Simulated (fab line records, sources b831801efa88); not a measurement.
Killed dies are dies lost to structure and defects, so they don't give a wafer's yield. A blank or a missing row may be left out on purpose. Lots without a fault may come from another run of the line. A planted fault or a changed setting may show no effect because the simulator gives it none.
Which tool did it? | flow gf180mcu | 13 lots, 39 wafers sampled, at 5 steps of a route of 602

WHAT THE GAUGES READ, wafer by wafer
GF_VT_IMPLANT_RS_MEAS_47: measures by four-point-probe. Usual: NWELL_RS 488.2 ohm/sq, standard deviation 1.1.
lot  | measured     | on            | NWELL_RS (ohm/sq) | flag
L247 | day 8 00:26  | film_metro-03 | 488.1 487.9 486.9 |
L249 | day 8 10:15  | film_metro-01 | 489.0 488.8 489.2 |
L253 | day 9 13:16  | film_metro-01 | 487.9 490.0 488.1 |
L257 | day 10 16:09 | film_metro-01 | 488.2 487.8 487.9 |
L258 | day 10 20:53 | film_metro-01 | 487.6 489.3 488.0 |
L259 | day 11 04:58 | film_metro-03 | 486.4 486.8 487.5 |
L261 | day 11 17:53 | film_metro-03 | 487.6 488.0 488.2 |
L263 | day 12 06:46 | film_metro-03 | 488.0 488.6 487.4 |
L265 | day 12 20:40 | film_metro-01 | 487.9 489.4 488.1 |
L266 | day 13 02:12 | film_metro-01 | 488.4 490.0 490.4 |
L267 | day 13 12:09 | film_metro-04 | 487.3 489.5 487.4 |
L268 | day 13 17:13 | film_metro-03 | 489.5 489.0 489.9 |
L269 | day 14 00:05 | film_metro-03 | 488.2 487.3 488.0 |

GF_HV_LDD_TW_MEAS_11. Usual: HV_LDD_TW 2403, standard deviation 22.
lot  | measured     | on            | HV_LDD_TW      | flag
L247 | day 10 11:21 | film_metro-03 | 2391 2361 2373 |
L249 | day 10 21:32 | film_metro-01 | 2396 2399 2415 |
L253 | day 12 03:30 | film_metro-01 | 2396 2395 2387 |
L257 | day 13 07:45 | film_metro-01 | 2403 2399 2411 |
L258 | day 13 13:05 | film_metro-03 | 2384 2388 2391 |
L259 | day 14 00:26 | film_metro-01 | 2413 2410 2408 |
L261 | day 14 14:12 | film_metro-04 | 2440 2434 2437 |
L263 | day 15 05:01 | film_metro-01 | 2397 2402 2395 |
L265 | day 15 21:29 | film_metro-03 | 2383 2381 2382 |
L266 | day 16 04:50 | film_metro-01 | 2406 2409 2420 |
L267 | day 16 12:56 | film_metro-03 | 2402 2402 2397 |
L268 | day 16 23:14 | film_metro-04 | 2438 2456 2434 |
L269 | day 17 01:21 | film_metro-03 | 2374 2396 2384 |

GF_HV_LDD_RS_MEAS_53: measures by four-point-probe. Usual: HV_LDD_RS 418.5 ohm/sq, standard deviation 1.
lot  | measured     | on            | HV_LDD_RS (ohm/sq)                  | flag
L247 | day 12 19:19 | film_metro-01 | 418.4 418.6 417.7                   |
L249 | day 13 06:58 | film_metro-03 | 419.5 417.7 418.6                   |
L253 | day 14 18:04 | film_metro-03 | 417.4 417.4 417.5                   |
L257 | day 16 00:38 | film_metro-04 | 414.3 414.2 413.4 415.0 414.5 413.4 | OFF
L258 | day 16 04:43 | film_metro-04 | 413.7 414.0 415.6 413.9 414.5 415.3 | OFF
L259 | day 16 18:35 | film_metro-03 | 419.2 421.4 420.4                   |
L261 | day 17 08:59 | film_metro-01 | 420.4 418.7 418.5                   |
L263 | day 18 01:01 | film_metro-04 | 417.8 417.1 417.5                   |
L265 | day 18 20:10 | film_metro-01 | 419.5 419.0 420.1                   |
L266 | day 19 05:26 | film_metro-01 | 419.6 418.2 419.5                   |
L267 | day 19 13:43 | film_metro-03 | 419.3 417.5 418.0                   |
L268 | day 20 01:01 | film_metro-01 | 418.5 418.1 418.7                   |
L269 | day 20 03:17 | film_metro-03 | 419.0 418.5 418.7                   |

WHICH TOOL RAN EACH LOT (tool, then ch and the chambers of the sampled wafers, then the start)
lot  | GF_HV_LDD_STRIP_22                   | GF_HV_LDD_IMPLANT_35
L247 | plasma_asher-02 ch 0,1, day 11 04:01 | implanter-03 ch 0, day 11 22:53
L249 | plasma_asher-01 ch 0,1, day 11 15:01 | implanter-03 ch 0, day 12 10:44
L253 | plasma_asher-01 ch 1, day 12 23:53   | implanter-02 ch 0, day 13 20:47
L257 | plasma_asher-02 ch 0,1, day 14 04:46 | implanter-01 ch 0, day 15 02:26
L258 | plasma_asher-01 ch 0,1, day 14 09:07 | implanter-01 ch 0, day 15 06:20
L259 | plasma_asher-01 ch 0,1, day 14 21:41 | implanter-02 ch 0, day 15 19:47
L261 | plasma_asher-01 ch 0,1, day 15 11:42 | implanter-03 ch 0, day 16 09:13
L263 | plasma_asher-02 ch 0,1, day 16 01:53 | implanter-03 ch 0, day 17 00:55
L265 | plasma_asher-04 ch 0,1, day 16 19:50 | implanter-02 ch 0, day 17 19:35
L266 | plasma_asher-04 ch 0,1, day 17 03:45 | implanter-03 ch 0, day 18 03:59
L267 | plasma_asher-04 ch 0,1, day 17 12:07 | implanter-01 ch 0, day 18 12:41
L268 | plasma_asher-01 ch 0,1, day 17 22:49 | implanter-01 ch 0, day 18 23:35
L269 | plasma_asher-01 ch 0,1, day 18 00:58 | implanter-02 ch 0, day 19 01:44
- GF_HV_LDD_STRIP_22: strips in O2/N2.
- GF_HV_LDD_IMPLANT_35

WHAT THE TOOLS THEMSELVES READ (means of the sampled wafers that have a number; where no wafer has one, the mark that the record gives instead)
GF_HV_LDD_STRIP_22. Usual: drypump_motor_current_A 5.5 A, standard deviation 0.63; heater_power_w 337 W, standard deviation 32; oes_product_au 0.716 a.u., standard deviation 0.0048; strip_time_to_endpoint_s 12.64 s, standard deviation 0.03.
lot  | tool            | drypump_motor_current_A (A) | heater_power_w (W) | oes_product_au (a.u.) | strip_time_to_endpoint_s (s) | flag
L247 | plasma_asher-02 | 5.1                         | 367                | 0.722                 | 12.63                        |
L249 | plasma_asher-01 | 6.0                         | 329                | 0.717                 | 12.63                        |
L253 | plasma_asher-01 | 5.1                         | 332                | 0.717                 | 12.63                        |
L257 | plasma_asher-02 | 5.6                         | 379                | 0.718                 | 12.64                        |
L258 | plasma_asher-01 | 6.0                         | 328                | 0.713                 | 12.63                        |
L259 | plasma_asher-01 | 6.0                         | 329                | 0.717                 | 12.64                        |
L261 | plasma_asher-01 | 6.0                         | 332                | 0.709                 | 12.64                        |
L263 | plasma_asher-02 | 5.6                         | 375                | 0.720                 | 12.62                        |
L265 | plasma_asher-04 | 5.1                         | 309                | 0.718                 | 12.66                        |
L266 | plasma_asher-04 | 5.2                         | 313                | 0.715                 | 12.63                        |
L267 | plasma_asher-04 | 5.5                         | 289                | 0.714                 | 12.64                        |
L268 | plasma_asher-01 | 6.0                         | 333                | 0.718                 | 12.63                        |
L269 | plasma_asher-01 | 6.0                         | 328                | 0.717                 | 12.62                        |

GF_HV_LDD_IMPLANT_35. Usual: dose_ions_cm2 7.501e+12, standard deviation 7.9e+09; faraday_current_uA 42.3, standard deviation 0.8.
lot  | tool         | dose_ions_cm2 | faraday_current_uA | flag
L247 | implanter-03 | 7.502e+12     | 42.3               |
L249 | implanter-03 | 7.507e+12     | 42.8               |
L253 | implanter-02 | 7.491e+12     | 41.8               |
L257 | implanter-01 | 8.879e+12     | 50.6               | OFF
L258 | implanter-01 | 8.879e+12     | 49.9               | OFF
L259 | implanter-02 | 7.501e+12     | 42.6               |
L261 | implanter-03 | 7.498e+12     | 42.6               |
L263 | implanter-03 | 7.495e+12     | 41.9               |
L265 | implanter-02 | 7.496e+12     | 42.1               |
L266 | implanter-03 | 7.508e+12     | 42.6               |
L267 | implanter-01 | 7.496e+12     | 41.5               |
L268 | implanter-01 | 7.507e+12     | 42.2               |
L269 | implanter-02 | 7.493e+12     | 42.6               |

THE ANSWER, worked out from the rows above alone
Rule: a lot is off if the mean of its wafers that have a number lies more than 3 standard deviations from the usual mean. A lot without any number at a reading at which 4 lots or more have one is off too. The other lots that the step has rows for count as sound. The gauges are gone through in route order, then the tools' own readings, and for those a lot's mean is taken as printed above. The first step at which some lot is off is used, and at that step the reading that is off furthest; a lot without a number counts as furthest.
Off: L257, L258, at GF_HV_LDD_RS_MEAS_53 (HV_LDD_RS).
A tool fits if, at a process step before that reading, it ran every lot that is off, and no sound lot after the first of them. The gauges at GF_HV_LDD_RS_MEAS_53 aren't tried: what is off there is off at GF_HV_LDD_IMPLANT_35 too, on other tools, and a gauge's error can't cause that. None of those tried fits.

WHAT THE SIMULATOR HAD PUT IN
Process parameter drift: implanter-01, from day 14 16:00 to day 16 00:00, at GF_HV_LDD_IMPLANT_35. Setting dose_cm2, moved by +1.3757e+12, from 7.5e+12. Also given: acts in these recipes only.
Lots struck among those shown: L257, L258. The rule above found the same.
